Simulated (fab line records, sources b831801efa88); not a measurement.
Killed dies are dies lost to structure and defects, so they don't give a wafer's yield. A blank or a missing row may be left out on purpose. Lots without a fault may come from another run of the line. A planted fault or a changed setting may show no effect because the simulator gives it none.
Chamber matching | flow gf180mcu | GF_CONTACT_CMP_04 on cmp-02: 4 sister chambers
The step polishes SiO2. 7 wafers are shown with their chamber, then 7 later ones without.

WAFERS WITH THEIR CHAMBER
wafer  | chamber | motor_current_A (A) | time_to_endpoint_s (s)
L784.2 | 1       | 14.3                | 106
L789.2 | 2       | 11.4                | 116
L790.3 | 0       | 13.0                | 111
L790.5 | 3       | 11.9                | 109
L790.6 | 2       | 11.6                | 112
L792.1 | 0       | 12.6                | 119
L792.4 | 3       | 11.5                | 117

WAFERS WITHOUT THEIR CHAMBER
wafer  | motor_current_A (A) | time_to_endpoint_s (s)
L792.6 | 13.9                | 121
L793.1 | 14.2                | 111
L793.2 | 11.9                | 109
L793.6 | 10.8                | 112
L794.1 | 12.1                | 110
L794.2 | 11.8                | 109
L794.4 | 11.7                | 115

WHICH CHAMBER EACH WENT THROUGH
wafer  | from the rows above          | in truth
L792.6 | can't be placed: 1 or 0      | 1
L793.1 | 1                            | 1
L793.2 | can't be placed: 3 or 2      | 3
L793.6 | can't be placed: 2 or 3      | 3
L794.1 | can't be placed: 3 or 2 or 0 | 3
L794.2 | can't be placed: 3 or 2      | 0
L794.4 | can't be placed: 3 or 2      | 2
Placed correctly: 1 of 7. Can't be placed from these rows: 6 (the true chamber is among the candidates in 5). Placed wrongly: 0.
How it was worked out, from the rows above alone: a wafer's distance from a chamber is the root of the sum, over the readings, of the square of ((its reading less the chamber's mean) divided by the reading's scatter). The wafer belongs to the nearest chamber; if the next one is less than 2 further off, it can't be placed. A chamber's mean is the mean of its shown wafers. The scatter: the root of (the sum of the squares of (reading less its chamber's mean) over the shown wafers, divided by (wafers less chambers)).
